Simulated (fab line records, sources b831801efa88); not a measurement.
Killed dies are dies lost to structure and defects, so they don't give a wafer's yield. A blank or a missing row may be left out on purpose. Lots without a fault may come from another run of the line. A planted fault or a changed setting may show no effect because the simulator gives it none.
Chamber matching | flow gf180mcu | GF_V3_CMP_26 on cmp-01: 4 sister chambers
The step polishes, stops on SiO2, t overpolish 15 s, target thk 0 nm. 27 wafers are shown with their chamber, then 12 later ones without.

WAFERS WITH THEIR CHAMBER
wafer  | chamber | motor_current_A (A) | overpolish_run_s (s) | time_to_endpoint_s (s)
L074.3 | 2       | 10.9                | 15.011               | 76
L074.5 | 0       | 11.4                | 15.009               | 84
L074.6 | 1       | 9.9                 | 15.006               | 81
L075.2 | 0       | 12.1                | 14.993               | 82
L075.3 | 1       | 9.8                 | 14.988               | 81
L075.5 | 3       | 9.8                 | 14.996               | 82
L076.4 | 0       | 12.4                | 14.992               | 85
L076.5 | 1       | 9.3                 | 14.990               | 84
L076.6 | 0       | 12.1                | 14.987               | 86
L077.1 | 2       | 11.6                | 15.006               | 78
L077.2 | 3       | 8.9                 | 14.994               | 78
L077.5 | 0       | 12.0                | 15.018               | 83
L078.1 | 2       | 11.3                | 15.016               | 84
L078.3 | 3       | 9.4                 | 14.998               | 81
L078.5 | 2       | 11.5                | 14.996               | 81
L080.4 | 1       | 9.6                 | 15.000               | 88
L080.5 | 1       | 10.6                | 14.993               | 86
L080.6 | 2       | 11.2                | 14.995               | 85
L083.3 | 1       | 9.9                 | 15.000               | 84
L083.4 | 0       | 11.8                | 14.998               | 85
L083.6 | 2       | 11.3                | 15.010               | 82
L087.2 | 2       | 11.0                | 14.996               | 86
L087.3 | 3       | 9.3                 | 15.003               | 91
L087.5 | 0       | 11.5                | 15.002               | 93
L089.1 | 1       | 9.5                 | 14.996               | 86
L089.2 | 0       | 12.1                | 14.992               | 87
L089.6 | 3       | 9.5                 | 15.000               | 83

SIGNATURES (means of the wafers above)
reading            | chamber 0 | chamber 1 | chamber 2 | chamber 3 | scatter within a chamber
motor_current_A    | 11.925    | 9.800     | 11.257    | 9.380     | 0.339
overpolish_run_s   | 14.99887  | 14.99614  | 15.00429  | 14.99820  | 0.00802
time_to_endpoint_s | 85.62     | 84.29     | 81.71     | 83.00     | 3.59
Rule: a wafer's distance from a chamber is the root of the sum, over the readings, of the square of ((its reading less the chamber's mean) divided by the reading's scatter). The wafer belongs to the nearest chamber; if the next one is less than 2 further off, it can't be placed. The scatter: the root of (the sum of the squares of (reading less its chamber's mean) over the shown wafers, divided by (wafers less chambers)).

WAFERS WITHOUT THEIR CHAMBER
wafer  | motor_current_A (A) | overpolish_run_s (s) | time_to_endpoint_s (s)
L092.1 | 10.5                | 14.998               | 88
L092.2 | 9.4                 | 15.002               | 87
L092.4 | 9.7                 | 14.998               | 87
L094.2 | 12.2                | 15.010               | 88
L094.3 | 11.4                | 15.008               | 83
L094.6 | 9.2                 | 15.004               | 83
L095.1 | 9.1                 | 14.987               | 83
L095.4 | 9.8                 | 14.993               | 85
L095.6 | 9.7                 | 15.002               | 85
L097.1 | 11.2                | 14.986               | 81
L097.2 | 11.4                | 15.001               | 85
L097.4 | 8.8                 | 14.994               | 80

WHICH CHAMBER EACH WENT THROUGH
wafer  | from the rows above               | in truth
L092.1 | can't be placed: 1 or 2 or 3 or 0 | 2
L092.2 | can't be placed: 3 or 1           | 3
L092.4 | can't be placed: 1 or 3           | 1
L094.2 | can't be placed: 0 or 2           | 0
L094.3 | can't be placed: 2 or 0           | 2
L094.6 | can't be placed: 3 or 1           | 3
L095.1 | can't be placed: 3 or 1           | 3
L095.4 | can't be placed: 1 or 3           | 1
L095.6 | can't be placed: 1 or 3           | 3
L097.1 | can't be placed: 2 or 0           | 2
L097.2 | can't be placed: 2 or 0           | 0
L097.4 | can't be placed: 3 or 1           | 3
Placed correctly: 0 of 12. Can't be placed from these rows: 12 (the true chamber is among the candidates in 12). Placed wrongly: 0.
